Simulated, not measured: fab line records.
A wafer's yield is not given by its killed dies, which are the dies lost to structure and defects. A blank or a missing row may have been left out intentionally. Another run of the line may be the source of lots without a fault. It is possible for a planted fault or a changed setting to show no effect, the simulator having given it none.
fab line records    flow gf180mcu
record lots=24  wafers=72  last-day=34
route steps=602 shown MVPSD@88 VT_IMPLANT@108 POLY_GATE@158
lots that met no fault: taken from a fault-free run of the same line
start-h: the number of hours between the record's first day and the start of the first shown wafer of the lot    wait-h: how many hours have passed since the lot's step before this one    " unchanged from the row above    L1.1+2: a single row standing in for several wafers    - no value present, or no start provided    * or withheld: withheld    < > ~ a bound
route shown NAME@n: a module of which the file shows steps, and the number in the route of the first    usual: average and standard deviation across the fault-free wafers    same: alike in all rows    chamber/n: place in a boat    sites: each site's reading    _std_site: the standard deviation of these    _edge_site: the outer-site mean with the inner-site mean subtracted    radius-mm: how far each site lies from the wafer's centre    mask NAME#n: copy n    behind: the most recent tool/chamber to have shaped the wafer    hold: why the lot went on hold/how many hours it stayed there/how the hold came to an end    device: which transistor (n, p or np) failed to switch    end of line: at the end of the route, the tests of the same wafers    a step with no rows: only its recipe    killed: dies lost to structure and defects at the first sort, not the wafer's yield    map: a wafer's dies, x killed, . not, _ none there
set.NAME: the run value of the setting; set.NAME@STEP: its run value at that earlier step    model.NAME: the simulator's own value behind a step, which no gauge read
route steps across a sampled set of lots; one table per step, one row per wafer
services: the hour from which a tool's chamber was out of use, counted from the record's first day as start-h (under 0 if before that day), plus the number of hours and why
## steps
# step GF_MVPSD_STRIP_10
# recipe chemistry=O2/N2  power-w=1400  pressure-mtorr=1500  platen-temp-c=250  o2-flow-sccm=3000  n2-flow-sccm=300  overash-fraction=0.5
# usual drypump-motor-current-A=5.5/0.52  heater-power-w=331/20  oes-product-au=0.723/0.0048  strip-time-to-endpoint-s=37.03/0.1
lot.wafer  tool             chamber  start-h  wait-h  drypump-motor-current-A  heater-power-w  oes-product-au  rf-hours-counter-h  strip-time-to-endpoint-s
L074.2     plasma-asher-04  0        96.64    0.1     4.9                      331             0.715           40                  37.04
L074.5     "                1        "        "       6.0                      347             0.720           -                   37.09
L074.6     "                0        "        "       4.8                      344             0.721           -                   37.05
L075.3     plasma-asher-03  1        103.22   0.1     5.4                      318             0.726           -                   36.99
L075.4     "                0        "        "       5.2                      316             0.725           -                   36.94
L075.5     "                1        "        "       5.4                      308             0.723           -                   36.88
L076.2     plasma-asher-04  1        108.39   0.1     6.0                      351             0.729           41                  37.01
L076.5     "                0        "        "       4.9                      350             0.722           -                   36.96
L076.6     "                1        "        "       6.1                      352             0.738           -                   36.96
L077.1     plasma-asher-04  0        117.83   0.1     4.8                      351             0.713           0                   37.08
L077.2     "                1        "        "       6.0                      342             0.716           0                   37.12
L077.6     "                0        "        "       4.8                      353             0.726           -                   37.17
L078.1     plasma-asher-04  1        119.58   0.1     6.0                      347             0.718           0                   37.06
L078.2     "                0        "        "       4.8                      353             0.728           0                   37.18
L078.3     "                1        "        "       6.0                      342             0.731           -                   37.20
L079.2     plasma-asher-04  1        127.83   0.1     6.0                      344             0.726           1                   37.13
L079.5     "                1        "        "       6.0                      350             0.728           -                   37.15
L079.6     "                0        "        "       4.8                      347             0.722           -                   37.10
L080.1     plasma-asher-02  1        132.83   0.1     6.1                      298             0.723           54                  37.16
L080.3     "                0        "        "       6.5                      292             0.726           -                   37.21
L080.4     "                1        "        "       6.1                      306             0.721           -                   37.06
L081.1     plasma-asher-04  0        137.03   0.1     4.9                      349             0.719           2                   36.98
L081.4     "                0        "        "       4.8                      347             0.719           -                   37.02
L081.6     "                0        "        "       4.9                      356             0.722           -                   37.01
L082.3     plasma-asher-03  1        146.40   0.1     5.4                      311             0.724           -                   37.01
L082.4     "                0        "        "       5.2                      320             0.728           -                   36.92
L082.5     "                0        "        "       5.2                      313             0.724           -                   36.88
L083.1     plasma-asher-04  1        149.49   0.1     6.0                      344             0.722           3                   36.92
L083.2     "                0        "        "       4.9                      355             0.726           3                   37.06
L083.4     "                0        "        "       4.9                      350             0.728           -                   37.05
L084.1     plasma-asher-03  1        155.29   0.1     5.4                      317             0.733           37                  36.89
L084.3     "                1        "        "       5.4                      310             0.724           -                   36.93
L084.6     "                1        "        "       5.4                      306             0.718           -                   36.86
L085.3     plasma-asher-03  1        162.67   0.1     5.4                      314             0.730           -                   37.02
L085.4     "                0        "        "       5.2                      322             0.724           -                   36.99
L085.5     "                0        "        "       5.2                      306             0.724           -                   37.03
L086.1     plasma-asher-03  1        170.00   0.1     5.4                      313             0.730           39                  36.90
L086.2     "                0        "        "       5.2                      314             0.730           39                  36.82
L086.6     "                0        "        "       5.2                      306             0.723           -                   37.00
L087.3     plasma-asher-04  1        174.07   0.1     6.1                      356             0.719           -                   37.13
L087.4     "                0        "        "       4.9                      344             0.721           -                   37.20
L087.5     "                0        "        "       4.8                      347             0.724           -                   37.23
L088.1     plasma-asher-03  1        179.48   0.1     5.4                      313             0.722           40                  37.05
L088.2     "                0        "        "       5.2                      314             0.716           40                  37.08
L088.6     "                1        "        "       5.4                      311             0.719           -                   37.01
L089.3     plasma-asher-03  0        186.32   0.1     5.2                      315             0.723           -                   37.03
L089.4     "                1        "        "       5.4                      316             0.720           -                   36.99
L089.5     "                1        "        "       5.4                      304             0.724           -                   37.16
L090.1     plasma-asher-04  0        195.83   0.1     4.8                      358             0.729           8                   37.10
L090.3     "                1        "        "       6.0                      345             0.710           -                   37.08
L090.6     "                1        "        "       6.1                      340             0.719           -                   37.09
L091.1     plasma-asher-04  0        198.98   0.1     4.8                      340             0.719           8                   37.06
L091.2     "                1        "        "       6.1                      356             0.721           8                   37.16
L091.5     "                0        "        "       4.9                      352             0.728           -                   37.08
L092.3     plasma-asher-03  1        202.27   0.1     5.4                      306             0.722           -                   37.03
L092.5     "                1        "        "       5.4                      307             0.725           -                   37.03
L092.6     "                0        "        "       5.2                      314             0.720           -                   36.95
L093.1     plasma-asher-02  0        209.48   0.1     6.5                      297             0.722           62                  36.83
L093.2     "                1        "        "       6.1                      295             0.730           62                  36.91
L093.5     "                1        "        "       6.1                      293             0.726           -                   36.92
L094.2     plasma-asher-04  0        219.68   0.1     4.8                      359             0.718           10                  36.93
L094.3     "                1        "        "       6.0                      346             0.714           -                   36.97
L094.6     "                0        "        "       4.8                      347             0.730           -                   36.98
L095.2     plasma-asher-04  0        222.93   0.1     4.8                      349             0.715           11                  37.24
L095.4     "                1        "        "       6.0                      356             0.718           -                   37.16
L095.5     "                0        "        "       4.8                      344             0.720           -                   37.10
L096.2     plasma-asher-03  1        227.98   0.1     5.4                      311             0.729           45                  37.04
L096.3     "                0        "        "       5.2                      319             0.725           -                   37.02
L096.6     "                0        "        "       5.2                      320             0.722           -                   36.98
L097.2     plasma-asher-04  0        234.48   0.1     4.9                      345             0.722           12                  37.02
L097.5     "                1        "        "       6.0                      352             0.717           -                   36.92
L097.6     "                0        "        "       4.9                      351             0.722           -                   37.01
# step GF_MVPSD_TW_MEAS_11
# usual MVPSD_TW=548.0/2.7
lot.wafer  tool           chamber  start-h  wait-h  MVPSD_TW
L074.2     film-metro-04  -        96.75    0.1     547.3
L074.5     "              -        "        "       544.8
L074.6     "              -        "        "       546.9
L075.3     film-metro-01  -        103.31   0.1     542.1
L075.4     "              -        "        "       547.7
L075.5     "              -        "        "       547.4
L076.2     film-metro-02  -        108.50   0.1     547.9
L076.5     "              -        "        "       545.6
L076.6     "              -        "        "       549.5
L077.1     film-metro-04  -        117.93   0.1     549.0
L077.2     "              -        "        "       544.2
L077.6     "              -        "        "       549.1
L078.1     film-metro-02  -        119.68   0.1     551.7
L078.2     "              -        "        "       547.4
L078.3     "              -        "        "       547.3
L079.2     film-metro-01  -        127.94   0.1     549.1
L079.5     "              -        "        "       550.7
L079.6     "              -        "        "       548.7
L080.1     film-metro-04  -        132.93   0.1     547.5
L080.3     "              -        "        "       548.9
L080.4     "              -        "        "       547.9
L081.1     film-metro-01  -        137.13   0.1     551.6
L081.4     "              -        "        "       551.6
L081.6     "              -        "        "       549.5
L082.3     film-metro-02  -        146.49   0.1     549.9
L082.4     "              -        "        "       549.6
L082.5     "              -        "        "       549.4
L083.1     film-metro-01  -        149.59   0.1     545.4
L083.2     "              -        "        "       543.3
L083.4     "              -        "        "       542.8
L084.1     film-metro-02  -        155.39   0.1     549.6
L084.3     "              -        "        "       552.5
L084.6     "              -        "        "       548.3
L085.3     film-metro-02  -        162.76   0.1     547.6
L085.4     "              -        "        "       548.3
L085.5     "              -        "        "       551.0
L086.1     film-metro-02  -        170.11   0.1     548.8
L086.2     "              -        "        "       552.8
L086.6     "              -        "        "       552.0
L087.3     film-metro-01  -        174.16   0.1     546.5
L087.4     "              -        "        "       542.8
L087.5     "              -        "        "       542.7
L088.1     film-metro-02  -        179.58   0.1     552.1
L088.2     "              -        "        "       551.6
L088.6     "              -        "        "       551.1
L089.3     film-metro-04  -        186.41   0.1     553.1
L089.4     "              -        "        "       551.9
L089.5     "              -        "        "       549.0
L090.1     film-metro-04  -        195.93   0.1     550.2
L090.3     "              -        "        "       544.0
L090.6     "              -        "        "       544.9
L091.1     film-metro-01  -        199.08   0.1     548.4
L091.2     "              -        "        "       544.4
L091.5     "              -        "        "       546.2
L092.3     film-metro-01  -        202.35   0.1     548.1
L092.5     "              -        "        "       547.6
L092.6     "              -        "        "       548.5
L093.1     film-metro-02  -        209.58   0.1     541.6
L093.2     "              -        "        "       544.3
L093.5     "              -        "        "       545.1
L094.2     film-metro-01  -        219.79   0.1     547.4
L094.3     "              -        "        "       542.8
L094.6     "              -        "        "       543.8
L095.2     film-metro-01  -        223.04   0.1     546.9
L095.4     "              -        "        "       548.1
L095.5     "              -        "        "       546.4
L096.2     film-metro-04  -        228.14   0.1     549.3
L096.3     "              -        "        "       549.5
L096.6     "              -        "        "       547.0
L097.2     film-metro-01  -        234.59   0.1     547.1
L097.5     "              -        "        "       548.3
L097.6     "              -        "        "       547.6
# step GF_VT_IMPLANT_OVL_MEAS_18
# usual VT_IMPLANT_01_OVL=-0.6/1.4
lot.wafer  tool        chamber  start-h  wait-h  VT_IMPLANT_01_OVL[nm]
L074.2     overlay-02  -        126.01   0.1     -2.1
L074.5     "           -        "        "       -2.6
L074.6     "           -        "        "       -1.8
L075.3     overlay-01  -        132.55   0.1     0.5
L075.4     "           -        "        "       1.2
L075.5     "           -        "        "       -0.1
L076.2     overlay-01  -        138.49   0.1     -0.5
L076.5     "           -        "        "       0.3
L076.6     "           -        "        "       -0.6
L077.1     overlay-01  -        147.66   0.1     -0.5
L077.2     "           -        "        "       -0.2
L077.6     "           -        "        "       1.0
L078.1     overlay-01  -        150.21   0.1     0.7
L078.2     "           -        "        "       -0.2
L078.3     "           -        "        "       0.5
L079.2     overlay-02  -        158.74   0.1     -4.4
L079.5     "           -        "        "       0.9
L079.6     "           -        "        "       -0.5
L080.1     overlay-01  -        163.83   0.1     0.6
L080.3     "           -        "        "       -1.8
L080.4     "           -        "        "       -1.8
L081.1     overlay-02  -        168.91   0.1     -1.5
L081.4     "           -        "        "       -2.7
L081.6     "           -        "        "       -1.1
L082.3     overlay-01  -        178.37   0.1     0.4
L082.4     "           -        "        "       -1.5
L082.5     "           -        "        "       1.3
L083.1     overlay-02  -        180.95   0.1     0.0
L083.2     "           -        "        "       -1.7
L083.4     "           -        "        "       -1.6
L084.1     overlay-01  -        188.06   0.1     -1.3
L084.3     "           -        "        "       -1.3
L084.6     "           -        "        "       -0.3
L085.3     overlay-02  -        195.60   0.1     -1.8
L085.4     "           -        "        "       -1.8
L085.5     "           -        "        "       -1.4
L086.1     overlay-01  -        202.66   0.1     -3.1
L086.2     "           -        "        "       -2.7
L086.6     "           -        "        "       -1.3
L087.3     overlay-01  -        206.41   0.1     -2.2
L087.4     "           -        "        "       -3.1
L087.5     "           -        "        "       -1.1
L088.1     overlay-02  -        212.63   0.1     -1.3
L088.2     "           -        "        "       -1.2
L088.6     "           -        "        "       -1.4
L089.3     overlay-01  -        219.47   0.1     -0.1
L089.4     "           -        "        "       0.1
L089.5     "           -        "        "       0.2
L090.1     overlay-01  -        229.90   0.1     0.4
L090.3     "           -        "        "       -1.9
L090.6     "           -        "        "       1.1
L091.1     overlay-02  -        234.63   0.1     -1.2
L091.2     "           -        "        "       -0.8
L091.5     "           -        "        "       -0.3
L092.3     overlay-01  -        237.07   0.1     -1.9
L092.5     "           -        "        "       -2.3
L092.6     "           -        "        "       -2.2
L093.1     overlay-02  -        245.05   0.1     0.5
L093.2     "           -        "        "       1.9
L093.5     "           -        "        "       0.1
L094.2     overlay-02  -        256.77   0.1     2.3
L094.3     "           -        "        "       0.3
L094.6     "           -        "        "       3.1
L095.2     overlay-01  -        259.19   0.1     -0.6
L095.4     "           -        "        "       -0.7
L095.5     "           -        "        "       -0.1
L096.2     overlay-02  -        265.67   0.1     1.6
L096.3     "           -        "        "       1.2
L096.6     "           -        "        "       1.5
L097.2     overlay-02  -        271.52   0.1     0.4
L097.5     "           -        "        "       -0.1
L097.6     "           -        "        "       0.0
# step GF_VT_IMPLANT_TW_MEAS_43
# usual VT_IMPLANT_4_TW=682/3.4
lot.wafer  tool           chamber  start-h  wait-h  VT_IMPLANT_4_TW
L074.2     film-metro-02  -        157.53   0.1     686
L074.5     "              -        "        "       685
L074.6     "              -        "        "       685
L075.3     film-metro-02  -        163.84   0.1     681
L075.4     "              -        "        "       689
L075.5     "              -        "        "       681
L076.2     film-metro-01  -        170.22   0.1     677
L076.5     "              -        "        "       680
L076.6     "              -        "        "       677
L077.1     film-metro-01  -        180.70   0.1     677
L077.2     "              -        "        "       677
L077.6     "              -        "        "       680
L078.1     film-metro-02  -        183.12   0.1     688
L078.2     "              -        "        "       689
L078.3     "              -        "        "       690
L079.2     film-metro-03  -        191.73   0.1     681
L079.5     "              -        "        "       681
L079.6     "              -        "        "       684
L080.1     film-metro-01  -        197.82   0.1     681
L080.3     "              -        "        "       685
L080.4     "              -        "        "       682
L081.1     film-metro-02  -        201.13   0.1     681
L081.4     "              -        "        "       681
L081.6     "              -        "        "       679
L082.3     film-metro-01  -        212.45   0.1     681
L082.4     "              -        "        "       681
L082.5     "              -        "        "       685
L083.1     film-metro-03  -        216.18   0.1     683
L083.2     "              -        "        "       686
L083.4     "              -        "        "       678
L084.1     film-metro-01  -        222.32   0.1     681
L084.3     "              -        "        "       684
L084.6     "              -        "        "       678
L085.3     film-metro-01  -        230.07   0.1     680
L085.4     "              -        "        "       681
L085.5     "              -        "        "       682
L086.1     film-metro-03  -        239.12   0.1     675
L086.2     "              -        "        "       677
L086.6     "              -        "        "       687
L087.3     film-metro-01  -        242.49   0.1     681
L087.4     "              -        "        "       682
L087.5     "              -        "        "       685
L088.1     film-metro-02  -        248.73   0.1     687
L088.2     "              -        "        "       684
L088.6     "              -        "        "       686
L089.3     film-metro-01  -        256.77   0.1     677
L089.4     "              -        "        "       678
L089.5     "              -        "        "       683
L090.1     film-metro-01  -        267.80   0.1     684
L090.3     "              -        "        "       681
L090.6     "              -        "        "       680
L091.1     film-metro-03  -        272.58   0.1     688
L091.2     "              -        "        "       687
L091.5     "              -        "        "       683
L092.3     film-metro-02  -        275.27   0.1     684
L092.5     "              -        "        "       685
L092.6     "              -        "        "       685
L093.1     film-metro-03  -        283.10   0.1     683
L093.2     "              -        "        "       684
L093.5     "              -        "        "       682
L094.2     film-metro-01  -        296.53   0.1     685
L094.3     "              -        "        "       681
L094.6     "              -        "        "       682
L095.2     film-metro-03  -        298.78   0.1     677
L095.4     "              -        "        "       675
L095.5     "              -        "        "       677
L096.2     film-metro-03  -        305.76   0.1     681
L096.3     "              -        "        "       680
L096.6     "              -        "        "       677
L097.2     film-metro-03  -        311.66   0.1     678
L097.5     "              -        "        "       679
L097.6     "              -        "        "       678
# step GF_POLY_GATE_THK_MEAS_01
# recipe reads=poly-Si_of_POLY_GATE_CVD_00
# usual POLY_GATE_CVD_00_THK=199.4/1.9
lot.wafer  tool           chamber  start-h  wait-h  POLY_GATE_CVD_00_THK[nm]
L074.2     film-metro-01  -        181.21   0.0     200.4
L074.5     "              -        "        "       201.4
L074.6     "              -        "        "       201.0
L075.3     film-metro-01  -        185.55   0.0     202.7
L075.4     "              -        "        "       201.8
L075.5     "              -        "        "       202.9
L076.2     film-metro-03  -        192.28   0.0     199.3
L076.5     "              -        "        "       197.2
L076.6     "              -        "        "       197.9
L077.1     film-metro-01  -        203.36   0.0     199.0
L077.2     "              -        "        "       199.5
L077.6     "              -        "        "       198.1
L078.1     film-metro-01  -        207.56   0.0     199.3
L078.2     "              -        "        "       199.7
L078.3     "              -        "        "       197.4
L079.2     film-metro-01  -        213.86   0.0     199.8
L079.5     "              -        "        "       201.7
L079.6     "              -        "        "       200.1
L080.1     film-metro-03  -        221.62   0.0     198.9
L080.3     "              -        "        "       198.8
L080.4     "              -        "        "       200.0
L081.1     film-metro-03  -        226.05   0.0     200.9
L081.4     "              -        "        "       199.7
L081.6     "              -        "        "       199.6
L082.3     film-metro-03  -        236.54   0.0     199.7
L082.4     "              -        "        "       200.5
L082.5     "              -        "        "       200.0
L083.1     film-metro-01  -        241.13   0.0     201.3
L083.2     "              -        "        "       201.0
L083.4     "              -        "        "       200.1
L084.1     film-metro-01  -        247.38   0.0     198.7
L084.3     "              -        "        "       198.3
L084.6     "              -        "        "       198.6
L085.3     film-metro-04  -        256.76   0.0     199.2
L085.4     "              -        "        "       199.8
L085.5     "              -        "        "       198.9
L086.1     film-metro-03  -        266.22   0.0     200.4
L086.2     "              -        "        "       203.0
L086.6     "              -        "        "       199.2
L087.3     film-metro-01  -        267.13   0.0     201.0
L087.4     "              -        "        "       200.5
L087.5     "              -        "        "       198.9
L088.1     film-metro-04  -        272.66   0.0     198.5
L088.2     "              -        "        "       199.1
L088.6     "              -        "        "       197.5
L089.3     film-metro-04  -        284.59   0.0     194.7
L089.4     "              -        "        "       195.1
L089.5     "              -        "        "       196.8
L090.1     film-metro-03  -        292.51   0.0     200.0
L090.3     "              -        "        "       200.2
L090.6     "              -        "        "       199.7
L091.1     film-metro-03  -        298.21   0.0     200.9
L091.2     "              -        "        "       199.0
L091.5     "              -        "        "       200.4
L092.3     film-metro-03  -        301.18   0.0     202.1
L092.5     "              -        "        "       201.4
L092.6     "              -        "        "       201.3
L093.1     film-metro-04  -        309.18   0.0     195.1
L093.2     "              -        "        "       195.3
L093.5     "              -        "        "       197.6
L094.2     film-metro-04  -        324.01   0.0     197.8
L094.3     "              -        "        "       197.6
L094.6     "              -        "        "       198.0
L095.2     film-metro-03  -        325.57   0.0     201.5
L095.4     "              -        "        "       201.2
L095.5     "              -        "        "       200.8
L096.2     film-metro-01  -        332.86   0.0     199.0
L096.3     "              -        "        "       199.2
L096.6     "              -        "        "       198.1
L097.2     film-metro-03  -        337.77   0.0     201.1
L097.5     "              -        "        "       199.6
L097.6     "              -        "        "       202.7
# step GF_POLY_GATE_ETCH_12
# recipe chemistry=N2/H2  target-depth-a=withheld  overetch-a=withheld  time-s=withheld  target=BARC  ion-energy-ev=200  source-w=500  bias-w=100  pressure-mtorr=30  n2-flow-sccm=100  h2-flow-sccm=200
# usual drypump-motor-current-A=5.7/0.48  oes-product-au=0.737/0.0045  throttle-valve-pct=13.214/0.0087
lot.wafer  tool         chamber  start-h  wait-h  drypump-motor-current-A  oes-product-au  throttle-valve-pct
L074.2     rie-diel-04  0        198.05   0.0     6.5                      0.740           13.218
L074.5     "            0        "        "       6.6                      0.742           13.212
L074.6     "            3        "        "       5.9                      0.735           13.208
L075.3     rie-diel-04  0        201.60   0.0     6.5                      0.745           13.218
L075.4     "            2        "        "       5.0                      0.744           13.208
L075.5     "            2        "        "       5.0                      0.748           13.223
L076.2     rie-diel-02  2        208.62   0.0     6.1                      0.737           13.200
L076.5     "            1        "        "       6.0                      0.738           13.221
L076.6     "            0        "        "       5.5                      0.728           13.193
L077.1     rie-diel-02  0        220.20   0.0     5.5                      0.736           13.211
L077.2     "            1        "        "       6.0                      0.735           13.223
L077.6     "            1        "        "       6.0                      0.730           13.204
L078.1     rie-diel-02  2        225.45   0.0     6.1                      0.737           13.198
L078.2     "            3        "        "       6.2                      0.738           13.216
L078.3     "            0        "        "       5.5                      0.745           13.218
L079.2     rie-diel-01  0        231.74   0.0     4.8                      0.729           13.220
L079.5     "            0        "        "       4.8                      0.732           13.222
L079.6     "            3        "        "       5.4                      0.739           13.201
L080.1     rie-diel-01  0        239.94   0.0     4.7                      0.744           13.209
L080.3     "            3        "        "       5.4                      0.738           13.209
L080.4     "            2        "        "       5.7                      0.735           13.219
L081.1     rie-diel-02  1        244.49   0.0     6.0                      0.739           13.235
L081.4     "            2        "        "       6.1                      0.737           13.206
L081.6     "            2        "        "       6.1                      0.733           13.206
L082.3     rie-diel-04  3        255.37   0.0     5.8                      0.731           13.225
L082.4     "            3        "        "       5.8                      0.739           13.211
L082.5     "            1        "        "       5.4                      0.735           13.217
L083.1     rie-diel-01  1        259.95   0.0     5.9                      0.740           13.215
L083.2     "            2        "        "       5.7                      0.743           13.217
L083.4     "            0        "        "       4.8                      0.738           13.203
L084.1     rie-diel-02  3        265.52   0.0     6.2                      0.737           13.225
L084.3     "            2        "        "       6.1                      0.736           13.220
L084.6     "            1        "        "       6.0                      0.739           13.218
L085.3     rie-diel-04  1        275.34   0.0     5.4                      0.741           13.216
L085.4     "            3        "        "       5.8                      0.739           13.231
L085.5     "            0        "        "       6.5                      0.741           13.229
L086.1     rie-diel-01  0        285.55   0.0     4.8                      0.734           13.223
L086.2     "            3        "        "       5.4                      0.743           13.212
L086.6     "            0        "        "       4.8                      0.732           13.207
L087.3     rie-diel-04  2        286.44   0.0     5.0                      0.729           13.225
L087.4     "            0        "        "       6.6                      0.734           13.206
L087.5     "            0        "        "       6.6                      0.738           13.223
L088.1     rie-diel-04  1        292.57   0.0     5.4                      0.736           13.217
L088.2     "            0        "        "       6.6                      0.727           13.216
L088.6     "            1        "        "       5.4                      0.744           13.200
L089.3     rie-diel-01  1        304.79   0.0     5.9                      0.737           13.209
L089.4     "            2        "        "       5.7                      0.737           13.211
L089.5     "            2        "        "       5.7                      0.743           13.214
L090.1     rie-diel-02  3        312.82   0.0     6.2                      0.735           13.217
L090.3     "            2        "        "       6.1                      0.734           13.196
L090.6     "            0        "        "       5.5                      0.732           13.207
L091.1     rie-diel-02  2        318.37   0.0     6.1                      0.731           13.216
L091.2     "            3        "        "       6.2                      0.736           13.218
L091.5     "            0        "        "       5.5                      0.733           13.226
L092.3     rie-diel-02  2        321.45   0.0     6.1                      0.736           13.206
L092.5     "            2        "        "       6.1                      0.730           13.203
L092.6     "            3        "        "       6.2                      0.735           13.224
L093.1     rie-diel-02  2        330.72   0.0     6.1                      0.735           13.215
L093.2     "            3        "        "       6.2                      0.737           13.218
L093.5     "            2        "        "       6.1                      0.735           13.202
L094.2     rie-diel-01  3        345.74   0.0     5.4                      0.733           13.205
L094.3     "            2        "        "       5.7                      0.730           13.232
L094.6     "            0        "        "       4.8                      0.748           13.222
L095.2     rie-diel-02  2        347.30   0.0     6.1                      0.730           13.215
L095.4     "            0        "        "       5.5                      0.732           13.214
L095.5     "            1        "        "       6.0                      0.735           13.204
L096.2     rie-diel-01  0        354.42   0.0     4.8                      0.736           13.210
L096.3     "            3        "        "       5.4                      0.735           13.218
L096.6     "            3        "        "       5.4                      0.742           13.209
L097.2     rie-diel-04  2        359.65   0.0     5.0                      0.744           13.224
L097.5     "            0        "        "       6.6                      0.739           13.208
L097.6     "            1        "        "       5.4                      0.729           13.210
## services
tool             chamber  start-h  hours  kind
rie-diel-02      0        74.25    -      clean
rie-diel-02      0        74.25    23.5   scheduled-down
rie-diel-02      0        74.25    23.5   vent-cycle
plasma-asher-04  -        77.39    8.6    repair
plasma-asher-04  -        108.75   9.0    pm
plasma-asher-04  0        108.75   9.0    vent-cycle
plasma-asher-04  1        108.75   9.0    vent-cycle
plasma-asher-04  0        117.75   -      clean
plasma-asher-04  1        117.75   -      clean
rie-diel-02      1        118.38   -      clean
rie-diel-02      1        118.38   -      consumable-replace:esc
rie-diel-02      1        118.38   24.6   scheduled-down
rie-diel-02      1        118.38   24.6   vent-cycle
rie-diel-01      0        176.00   2.0    repair
rie-diel-01      1        187.88   13.6   repair
rie-diel-02      0        190.32   2.2    repair
rie-diel-02      3        197.47   -      clean
rie-diel-02      3        197.47   12.4   scheduled-down
rie-diel-02      3        197.47   12.4   vent-cycle
rie-diel-04      -        219.36   28.1   pm
plasma-asher-03  -        273.85   2.8    pm
rie-diel-02      -        295.78   1.5    repair
rie-diel-04      1        309.79   3.8    repair
rie-diel-02      1        328.54   3.2    repair
## key
fault none
